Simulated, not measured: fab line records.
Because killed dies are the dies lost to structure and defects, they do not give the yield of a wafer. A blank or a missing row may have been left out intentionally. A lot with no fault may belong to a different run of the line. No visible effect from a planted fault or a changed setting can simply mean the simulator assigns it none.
A lot that was struck, set against a sound lot    flow sky130    14 out of 708 route steps
Sound: these wafers, L910.2, L910.3, L910.6. Wafers L924.1, L924.3, L924.6 were the ones struck. At the end, the cause is stated.
For every step that has rows: the tool of each side, followed by ch and its chambers, followed by its first start. Under that, the readings that differ: sound wafers    struck wafers    difference of the means    sigmas: that difference in standard deviations of wafers without a fault.
alike: readings with means less than 2 such deviations apart, plus words and numbers identical on both sides. not compared: withheld readings, readings lacking a value on some wafer, bounds such as >300 that could conceal the same value, and numbers that have no deviation in the record and whose values overlap.
Wherever a step has rows on one side only, a row that says differs or no value, or a row with sigmas, the two part there. Non-overlapping numbers with no deviation appear without sigmas and do not part them. Lack of a reading on every wafer of one side parts them only where that side has two or more wafers.

first, 4 steps without rows for these wafers: SKY_LDD_HVP_SOFTBAKE_03 (time 60 s); SKY_LDD_HVP_EXPOSE_04 (exposes mask HVPTM, target cd 700 nm); SKY_LDD_HVP_PEB_05; SKY_LDD_HVP_DEVELOP_06 (develop time 60 s).
SKY_LDD_HVP_OVL_MEAS_07:
  sound on overlay-02 at day 25 07:58; struck on overlay-01 at day 29 08:22
  alike: LDD_HVP_OVL
following that, these wafers have no rows for 1 step: SKY_LDD_HVP_IMPLANT_08.
SKY_LDD_HVP_STRIP_09: strips in O2/N2.
  sound on plasmaAsher-03 ch 0,1, day 25 08:09; struck on plasmaAsher-04 ch 0, day 29 08:33
  alike: drypumpMotorCurrentA, oesProductAu, stripTimeToEndpointS
  not compared: rfHoursCounterH
SKY_LDD_HVP_TW_MEAS_10:
  sound on filmMetro-01 at day 25 08:16; struck on filmMetro-04 at day 29 08:39
  alike: LDD_HVP_TW
then, 4 steps without rows for these wafers: SKY_LDD_LDN_DEHYDRATE_00 (time 60 s); SKY_LDD_LDN_HMDS_01 (prime time 60 s); SKY_LDD_LDN_COAT_02 (resist thk 1140 nm); SKY_LDD_LDN_SOFTBAKE_03 (time 60 s).
SKY_LDD_LDN_EXPOSE_04: exposes mask LDNTM, target cd 700 nm.
  sound on ilineStepper-02 ch 0, day 25 23:29; struck on ilineStepper-01, day 29 23:19
  no value came back on the struck wafers for exposureDoseMJCm2, focusOffsetNm (nm); on the sound wafers exposureDoseMJCm2 reads 139.93 139.75 139.79
  alike: mask
following that, these wafers have no rows for 1 step: SKY_LDD_LDN_PEB_05.

== WHERE THEY PART ==
SKY_LDD_LDN_EXPOSE_04 only, going by this record.

WHY: what had been put in by the simulator
Skipped step whole: ilineStepper-01, from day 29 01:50 on, at SKY_LDD_LDN_EXPOSE_04. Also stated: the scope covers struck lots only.
